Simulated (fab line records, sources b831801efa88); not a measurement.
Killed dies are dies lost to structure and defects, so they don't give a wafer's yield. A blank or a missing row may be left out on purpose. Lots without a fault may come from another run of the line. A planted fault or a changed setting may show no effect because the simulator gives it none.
A struck lot beside a sound one | flow sky130 | 34 steps out of a route of 708
Sound: wafers L988.1, L988.3, L988.5. Struck: wafers L102.2, L102.3, L102.5. The cause comes at the end.
At each step with rows: each side's tool, then ch and its chambers, then its first start. Under that, the readings that differ: sound wafers | struck wafers | difference of the means | sigmas: that difference in standard deviations of wafers without a fault.
alike: readings whose means differ by less than 2 such deviations, and words and numbers that are the same on both sides. not compared: withheld readings, readings that some wafer has no value for, bounds like >300 that may hide the same value, and numbers for which the record gives no deviation and whose values overlap.
The two part at a step that has a row with sigmas, a row that says differs or no value, or rows on one side only. Numbers that don't overlap but have no deviation are shown without sigmas and don't part them. A reading that every wafer of one side lacks parts them only if that side has two wafers or more.

first, 10 steps without rows for these wafers: SKY_CONTACT_PEB_12; SKY_CONTACT_DEVELOP_13 (develop time 60 s); SKY_CONTACT_ETCH_16 (etches BARC in N2/H2, stops on SiO2, time 45.9 s, target depth 60 nm); SKY_CONTACT_ETCH_17 (etches SiO2 in C4F8/O2/Ar, stops on Si3N4, target depth 340 nm); SKY_CONTACT_ETCH_18 (etches Si3N4 in CHF3/O2, stops on TiN, time 39 s, target depth 75 nm); SKY_CONTACT_STRIP_19 (strips in O2/N2); SKY_CONTACT_STRIP_20 (strips in post etch residue remover, time 1200 s); SKY_CONTACT_CLEAN_21 (cleans in IPA, time 180 s); SKY_CONTACT_CLEAN_22 (cleans in O3/DIW); SKY_CONTACT_SPUTTER_23 (material TiN, target thk 20 nm, time 80 s).
SKY_CONTACT_CVD_24: deposits W, target thk 340 nm, time 102.12 s.
  sound on cvd_w-02 ch 0,1, day 33 19:55; struck on cvd_w-02 ch 1, day 37 20:47
  alike: chamber_pressure_Torr, heater_power_w
then, 22 steps without rows for these wafers: SKY_CONTACT_CMP_27 (polishes, stops on SiO2, t overpolish 15 s, target thk 0 nm); SKY_METAL1_SPUTTER_00 (material Ti, target thk 15 nm, time 10 s); SKY_METAL1_SPUTTER_01 (material TiN, target thk 20 nm, time 16.7 s); SKY_METAL1_SPUTTER_02 (material AlCu, target thk 250 nm, time 13.3 s); SKY_METAL1_SPUTTER_03 (material Ti, target thk 5 nm, time 3.3 s); SKY_METAL1_SPUTTER_04 (material TiN, target thk 70 nm, time 58.3 s); SKY_METAL1_DEHYDRATE_07 (time 60 s); SKY_METAL1_HMDS_08 (prime time 60 s); SKY_METAL1_COAT_09 (resist thk 60 nm); SKY_METAL1_COAT_10 (resist thk 450 nm); SKY_METAL1_SOFTBAKE_11 (time 90 s); SKY_METAL1_EXPOSE_12 (exposes mask MM1, target cd 140 nm); SKY_METAL1_PEB_13; SKY_METAL1_DEVELOP_14 (develop time 60 s); SKY_METAL1_DESCUM_17 (chemistry O2, time 8 s); SKY_METAL1_ETCH_18 (etches BARC in N2/H2, stops on SiO2, time 45.9 s, target depth 60 nm); SKY_METAL1_METAL_ETCH_19 (etches the open film in Cl2/BCl3, stops on SiO2, target depth 360 nm, time 78 s); SKY_METAL1_STRIP_20 (strips in O2/N2); SKY_METAL1_STRIP_21 (strips in post etch residue remover, time 1200 s); SKY_METAL1_CLEAN_22 (cleans in IPA, time 180 s); SKY_METAL1_CLEAN_23 (cleans in O3/DIW); SKY_VIA1_HDPCVD_00 (deposits SiO2, target thk 1030 nm, time 171.7 s).
-- the record jumps here: 13 days lie between the struck wafers' starts before and after (it left off in module VIA1 and takes up again in module PAD_OPEN, whose first step shown is number 708 of the route) --
SKY_PAD_OPEN_PROBE_99:
  sound on prober-01, day 47 12:19; struck on prober-01, day 50 09:11
  reading             | sound    | struck                                                                     | difference                   | sigmas
  hold                | - - -    | await_dispo/3.9h/release await_dispo/3.9h/release await_dispo/3.9h/release | no value on the sound wafers |
  killed_at_contacts  | 16 21 17 | 72 80 84                                                                   | +61                          | +11
  killed_at_front_end | 29 15 23 | 11 10 11                                                                   | -12                          | -3
  killed_at_other     | 1 1 2    | 0 0 0                                                                      | -1                           | -3
  killed_dies         | 95 93 91 | 122 137 138                                                                | +39                          | +4
  alike: killed_at_M0_to_M3, killed_at_M4_up, killed_open, killed_short

WHERE THEY PART
Only at SKY_PAD_OPEN_PROBE_99, within this record.

WHY: what the simulator had put in
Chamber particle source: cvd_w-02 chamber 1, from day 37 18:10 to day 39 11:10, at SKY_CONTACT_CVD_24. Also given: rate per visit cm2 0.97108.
